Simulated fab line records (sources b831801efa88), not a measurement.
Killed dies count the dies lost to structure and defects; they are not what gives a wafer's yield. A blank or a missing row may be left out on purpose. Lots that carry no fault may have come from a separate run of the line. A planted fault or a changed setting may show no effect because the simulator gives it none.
Struck lot and sound lot, side by side -- flow gf180mcu -- 15 out of 602 route steps
Sound: wafers L950.2, L950.5, L950.6. Struck: wafers L970.1, L970.2, L970.6. The cause is given at the end.
Order at every step that has rows: each side's tool, ch and its chambers, its first start. Under that, the readings that differ: sound wafers -- struck wafers -- difference of the means -- sigmas: that difference in standard deviations of wafers without a fault.
alike: words and numbers the same on both sides, and readings whose means are apart by under 2 such deviations; not compared: readings that were withheld, readings missing a value for some wafer, numbers with overlapping values and no deviation given by the record, and bounds like >300 which may hide the same value.
The two part at a step that has a row with sigmas, a row that says differs or no value, or rows on one side only. Non-overlapping numbers with no deviation appear without sigmas and do not part them. Lack of a reading on every wafer of one side parts them only where that side has two or more wafers.

first, 1 step without rows for these wafers: GF_TOP_METAL_DEVELOP_13 (develop time 60 s).
GF_TOP_METAL_CD_MEAS_14: the cd target is 440 nm.
  sound on cd-sem-02 at day 28 00:47; struck on cd-sem-01 at day 33 13:17
reading,sound,struck,difference,sigmas
cd-nm (nm),441.2 442.0 440.0,437.5 436.1 437.9,-3.9,-2
GF_TOP_METAL_OVL_MEAS_15:
  sound on overlay-01 at day 28 00:53; struck on overlay-02 at day 33 13:24
  alike: TOP_METAL_OVL
GF_TOP_METAL_METAL_ETCH_16: etches the open film in Cl2/BCl3, stops on SiO2, target depth 1197 nm, time 199.5 s.
  sound on rie-metal-04 ch 0,1, day 28 00:55; struck on rie-metal-01 ch 0,1, day 33 13:26
reading,sound,struck,difference,sigmas
oes-product-au (a.u.),0.995 0.996 0.988,0.980 0.979 0.986,-0.011,-2
  alike: drypump-motor-current-A, throttle-valve-pct
  not compared: rf-hours-counter-h
GF_TOP_METAL_STRIP_17: strips in O2/N2.
  sound on plasma-asher-02 ch 0,1, day 28 01:07; struck on plasma-asher-01 ch 0,1, day 33 13:38
  alike: drypump-motor-current-A, heater-power-w, o2-flow-sccm, oes-product-au, strip-time-to-endpoint-s
  not compared: rf-hours-counter-h
then, 2 steps without rows for these wafers: GF_TOP_METAL_STRIP_18 (strips in post etch residue remover, time 1200 s); GF_TOP_METAL_CLEAN_19 (cleans in DIW).
GF_PASSIVATION_CVD_00: deposits SiO2 from TEOS, target thk 1000 nm, time 111.95 s.
  sound on pecvd-01 ch 0,1,2, day 28 01:41; struck on pecvd-02 ch 0,1,2, day 33 14:12
  alike: heater-power-w
GF_PASSIVATION_THK_MEAS_01:
  sound on film-metro-04 at day 28 01:47; struck on film-metro-04 at day 33 14:17
  alike: PASSIVATION_CVD_00_THK
GF_PASSIVATION_CVD_02: deposits Si3N4, target thk 700 nm, time 486.18 s.
  sound on pecvd-02 ch 1,2, day 28 01:50; struck on pecvd-01 ch 0,1,2, day 33 14:20
  alike: heater-power-w
GF_PASSIVATION_THK_MEAS_03:
  sound on film-metro-03 at day 28 02:16; struck on film-metro-03 at day 33 14:37
  alike: PASSIVATION_CVD_02_THK
then, 1 step without rows for these wafers: GF_PASSIVATION_DEHYDRATE_04 (time 60 s).
GF_PASSIVATION_HMDS_05: prime time 60 s.
  sound on litho-track-03 ch 0, day 28 11:51; struck on litho-track-02 ch 0, day 33 21:37
reading,sound,struck,difference,sigmas
prime-temp-c (C),120.09 120.26 120.36,120.77 120.85 120.80,+0.57,+4
then, 1 step without rows for these wafers: GF_PASSIVATION_COAT_06 (resist thk 4000 nm).
GF_PASSIVATION_PROBE_99:
  sound wafers here have rows in the record (prober-01, day 29 00:16); struck ones have none

== WHERE THEY PART ==
First at GF_TOP_METAL_CD_MEAS_14; last, within this record, at GF_PASSIVATION_PROBE_99.

WHY: the cause the simulator had injected
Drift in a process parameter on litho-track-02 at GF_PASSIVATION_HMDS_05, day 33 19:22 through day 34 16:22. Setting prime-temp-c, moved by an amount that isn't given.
